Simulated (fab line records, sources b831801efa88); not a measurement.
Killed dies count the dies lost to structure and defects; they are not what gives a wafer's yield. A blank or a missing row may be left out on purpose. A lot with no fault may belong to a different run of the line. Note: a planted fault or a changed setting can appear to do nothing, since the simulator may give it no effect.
Which tool did it? + flow gf180mcu + 39 wafers from 13 lots sampled at 4 of the route's 602 steps

## WHAT THE GAUGES SHOWED, per wafer
GF_STI_CD_MEAS_12 targets a cd of 220 nm.
| lot  | measured    | on       | cdNm (nm)         |
|------|-------------|----------|-------------------|
| L534 | day 2 06:41 | cdSem-01 | 220.2 219.0 219.1 |
| L535 | day 2 11:51 | cdSem-02 | 220.3 220.5 220.3 |
| L536 | day 2 17:08 | cdSem-01 | 220.1 220.0 219.9 |
| L544 | day 4 09:59 | cdSem-01 | 218.2 217.8 217.6 |
| L545 | day 4 16:19 | cdSem-02 | 221.3 222.0 221.6 |
| L547 | day 5 02:26 | cdSem-01 | 218.7 219.1 219.1 |
| L548 | day 5 07:05 | cdSem-02 | 219.5 218.5 218.7 |
| L551 | day 5 22:36 | cdSem-01 | 219.2 219.0 220.0 |
| L552 | day 6 03:39 | cdSem-01 | 219.9 220.1 220.6 |
| L553 | day 6 08:03 | cdSem-02 | 220.9 220.2 220.4 |
| L554 | day 6 12:53 | cdSem-02 | 218.9 220.5 220.1 |
| L555 | day 6 18:14 | cdSem-01 | 217.9 216.9 217.5 |
| L556 | day 7 00:08 | cdSem-01 | 221.2 220.2 220.3 |

GF_DNWELL_TW_MEAS_09.
| lot  | measured    | on           | DNWELL_TW      |
|------|-------------|--------------|----------------|
| L534 | day 3 00:17 | filmMetro-04 | 1354 1354 1347 |
| L535 | day 3 04:34 | filmMetro-02 | 1333 1336 1335 |
| L536 | day 3 10:44 | filmMetro-02 | 1339 1343 1346 |
| L544 | day 5 05:22 | filmMetro-02 | 1330 1323 1323 |
| L545 | day 5 11:11 | filmMetro-04 | 1341 1336 1346 |
| L547 | day 5 22:02 | filmMetro-03 | 1363 1363 1362 |
| L548 | day 6 03:07 | filmMetro-02 | 1329 1333 1337 |
| L551 | day 6 18:50 | filmMetro-02 | 1341 1335 1338 |
| L552 | day 7 00:02 | filmMetro-02 | 1348 1356 1346 |
| L553 | day 7 04:40 | filmMetro-03 | 1376 1368 1372 |
| L554 | day 7 09:19 | filmMetro-02 | 1335 1334 1343 |
| L555 | day 7 14:16 | filmMetro-04 | 1333 1327 1334 |
| L556 | day 7 20:50 | filmMetro-02 | 1334 1329 1332 |

GF_MVSD_TW_MEAS_11.
| lot  | measured     | on           | MVSD_TW        |
|------|--------------|--------------|----------------|
| L534 | day 4 16:01  | filmMetro-03 | 1592 1577 1575 |
| L535 | day 4 21:40  | filmMetro-04 | 1582 1577 1581 |
| L536 | day 5 03:31  | filmMetro-04 | 1576 1564 1571 |
| L544 | day 7 03:22  | filmMetro-03 | 1593 1587 1589 |
| L545 | day 7 08:53  | filmMetro-03 | 1586 1597 1585 |
| L547 | day 7 20:23  | filmMetro-01 | 1590 1588 1588 |
| L548 | day 8 01:31  | filmMetro-04 | 1565 1569 1571 |
| L551 | day 8 19:40  | filmMetro-04 | 1573 1572 1564 |
| L552 | day 9 01:04  | filmMetro-01 | 1583 1597 1596 |
| L553 | day 9 08:07  | filmMetro-04 | 1568 1570 1573 |
| L554 | day 9 10:40  | filmMetro-04 | 1569 1562 1568 |
| L555 | day 9 17:43  | filmMetro-01 | 1595 1589 1590 |
| L556 | day 10 01:46 | filmMetro-01 | 1595 1583 1593 |

## WHAT TOOL EACH LOT RAN ON (gives the tool, then ch and the chambers of the sampled wafers, and finally the start)
| lot  | GF_MVSD_EXPOSE_04                 |
|------|-----------------------------------|
| L534 | ilineStepper-02 ch 0, day 4 08:59 |
| L535 | ilineStepper-01 ch 0, day 4 14:28 |
| L536 | ilineStepper-01 ch 0, day 4 20:29 |
| L544 | ilineStepper-01 ch 0, day 6 19:14 |
| L545 | ilineStepper-01 ch 0, day 7 00:48 |
| L547 | ilineStepper-01 ch 0, day 7 12:28 |
| L548 | ilineStepper-02 ch 0, day 7 17:22 |
| L551 | ilineStepper-01 ch 0, day 8 11:08 |
| L552 | ilineStepper-01 ch 0, day 8 16:46 |
| L553 | ilineStepper-02 ch 0, day 8 23:37 |
| L554 | ilineStepper-02 ch 0, day 9 01:37 |
| L555 | ilineStepper-01 ch 0, day 9 08:23 |
| L556 | ilineStepper-02 ch 0, day 9 16:25 |
- GF_MVSD_EXPOSE_04: exposes mask MVSD, target cd 1000 nm.

## WHAT THE TOOLS THEMSELVES READ (means of the sampled wafers that have a number; where no wafer has one, the mark that the record gives instead)
The record holds no such reading with a usual standard deviation.

## THE ANSWER, worked out from the rows above alone
Rule: what is usual is taken from the lots themselves. Put in order of their means at a reading, lots are off if they are a third of the lots or fewer, leave a main group of 4 or more, and stand apart from it by a gap of 3 or more times the standard deviation of the main group's means; of several such gaps the widest counts. If all means in a main group match to the digits the tables above print for the reading, that group is not used. A lot without any number at a reading at which 4 lots or more have one is off too. The other lots that the step has rows for count as sound. After the gauges, taken in route order, come the tools' own readings; for these a lot's mean is taken, as printed above. The first step at which some lot is off is used, and at that step the reading that is off furthest; a lot without a number counts as furthest.
No lot is off on any of the readings shown, so nothing can be concluded from this.

## WHAT WAS PUT IN BY THE SIMULATOR
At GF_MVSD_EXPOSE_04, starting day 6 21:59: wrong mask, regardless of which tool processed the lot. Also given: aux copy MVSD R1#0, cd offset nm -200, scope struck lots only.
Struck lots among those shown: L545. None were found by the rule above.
